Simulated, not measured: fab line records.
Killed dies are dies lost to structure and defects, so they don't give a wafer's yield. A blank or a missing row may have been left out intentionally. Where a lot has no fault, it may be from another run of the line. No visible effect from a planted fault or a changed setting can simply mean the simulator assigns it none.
Which tool did it? | flow sky130 | 18 wafers from 6 lots sampled at 2 of the route's 708 steps

== WHAT THE GAUGES SHOWED, per wafer ==
SKY_LDD_HVN_OVL_MEAS_07.
lot  | measured     | on         | LDD_HVN_OVL (nm)
L463 | day 20 23:29 | overlay-01 | 1.0 -0.2 1.6
L465 | day 21 11:31 | overlay-02 | 3.6 2.8 3.2
L469 | day 23 14:16 | overlay-02 | 0.0 -0.5 -2.5
L471 | day 24 11:20 | overlay-02 | 1.4 1.4 1.0
L481 | day 27 17:14 | overlay-01 | 1.5 -2.3 0.5
L483 | day 28 00:47 | overlay-01 | -1.1 0.3 0.7

== EACH LOT AND THE TOOL THAT RAN IT (in order: tool; ch and the chambers of the sampled wafers; start) ==
lot  | SKY_LDD_HVN_EXPOSE_04
L463 | iline_stepper-01 ch 0, day 20 08:38
L465 | iline_stepper-02 ch 0, day 20 20:55
L469 | iline_stepper-01 ch 0, day 22 23:05
L471 | iline_stepper-02 ch 0, day 23 20:47
L481 | iline_stepper-02 ch 0, day 27 02:52
L483 | iline_stepper-01 ch 0, day 27 10:34
- SKY_LDD_HVN_EXPOSE_04: exposes mask HVNTM, target cd 700 nm.

== THE ANSWER, worked out from the rows above alone ==
Rule: the usual values come from the lots themselves. The widest of any qualifying gaps counts: lots, ordered by their means at a reading, are off when they make up no more than a third of the lots, leave a main group of 4 or more, and stand apart from it by 3 or more times the standard deviation of that group's means. A main group whose means are all the same, to the digits that the tables above print for the reading, isn't used. A lot without any number at a reading at which 4 lots or more have one is off too. The other lots that the step has rows for count as sound.
Nothing can be told from this: no lot is off at any reading shown.

== WHAT THE SIMULATOR HAD INSERTED ==
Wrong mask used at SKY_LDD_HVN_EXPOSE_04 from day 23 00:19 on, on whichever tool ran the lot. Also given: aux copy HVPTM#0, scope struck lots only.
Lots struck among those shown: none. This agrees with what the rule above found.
